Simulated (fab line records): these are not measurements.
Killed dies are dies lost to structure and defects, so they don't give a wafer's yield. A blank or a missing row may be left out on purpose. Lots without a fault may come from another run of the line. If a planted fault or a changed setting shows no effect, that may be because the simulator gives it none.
8D (eight disciplines) problem report, filled in by code ; flow sfqLine ; the parts of the form that need people (team, actions taken, sign-off) are left out

## 1. THE ISSUE
rfFwdPowerW at SFQ_TRILAYER_M7_BARC_OPEN_METAL_ETCH_229 reads a mean of 688.8 W on 1 wafer of 1 lot; wafers without a fault read 593.6 W with a standard deviation of 2.2. Measured from the usual mean, that is +43 standard deviations.
The step: etches BARC in O2, target depth 125 nm, time 41.7 s.
The first sign was on wafer L677.5 at day 67 22:53, on rieMetal-01. The record holds 15 wafers of 5 lots with a number at this step. Rule for "out" (also "out of limits"): further than 4 standard deviations from the usual mean. The other wafers with a number count as sound.

## 2. WHAT THIS IS AND IS NOT
question;is;is not
which readings at this step;rfFwdPowerW;drypumpMotorCurrentA, oesProductAu
which lots;L677;L665, L666, L680, L681
which wafers of those lots;L677.5;L677.1, L677.6
read on which tools;rieMetal-01;rieMetal-02, rieMetal-04
when;from day 67 22:53;"up to then (8 sound wafers); but 6 sound wafers of L680, L681 came after"

## 3. THE SUSPECTS, EACH WITH WHAT RULES IT OUT
Counting: a tool at a process step up to the reading stays a suspect if it ran every lot that is out. Sound lots after the first of them don't rule it out here, since some wafers of a struck lot are sound.
- pvdSputter-03 at SFQ_TRILAYER_M7_DEP_SPUTTER_175 (material Nb, target thk 200 nm, time 133.3 s): kept. It ran the lot that is out, L677 (day 67 19:16); its last sound lot up to then is L666 (day 61 21:13).
- rieMetal-01 at SFQ_TRILAYER_M7_BARC_OPEN_METAL_ETCH_229 (etches BARC in O2, target depth 125 nm, time 41.7 s): kept. It ran the lot that is out, L677 (day 67 22:53); its last sound lot up to then is L666 (day 66 12:53). On those wafers its own readings are out: rfFwdPowerW.
- Within rieMetal-01 at SFQ_TRILAYER_M7_BARC_OPEN_METAL_ETCH_229, the wafers that are out were processed in chamber 0 and their sound lot-mates in chamber 1.
After counting, pvdSputter-03 at SFQ_TRILAYER_M7_DEP_SPUTTER_175 and rieMetal-01 at SFQ_TRILAYER_M7_BARC_OPEN_METAL_ETCH_229 remain.

## 4. THE CAUSE (what the simulator had put in)
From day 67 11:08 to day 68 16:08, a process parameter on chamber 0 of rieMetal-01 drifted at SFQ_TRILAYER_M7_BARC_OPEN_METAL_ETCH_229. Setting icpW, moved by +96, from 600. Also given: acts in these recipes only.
2 suspects survive the count, and this tool is in that group.

## 5. THE CHAIN OF EFFECTS, in route order
Rows list readings where the struck wafers' mean (over those with a number) sits beyond 3 standard deviations from the usual. Only readings for which the record gives a usual standard deviation are gone through. hours: the time from each lot's start at the first step in this table that gives one to its start at this step, as a median over the lots. sigmas: the change in usual standard deviations.
hours;step;reading;usual;on struck wafers;change;sigmas
0;SFQ_TRILAYER_M7_BARC_OPEN_METAL_ETCH_229;rfFwdPowerW;593.6 W;688.8;+95.2;+43
The process steps in it:
- SFQ_TRILAYER_M7_BARC_OPEN_METAL_ETCH_229: etches BARC in O2, target depth 125 nm, time 41.7 s.

## 6. HOW IT WOULD HAVE BEEN CAUGHT EARLIER
12 hours passed between the start of the fault at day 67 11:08 and the first reading out of limits in this record, taken at day 67 22:53.
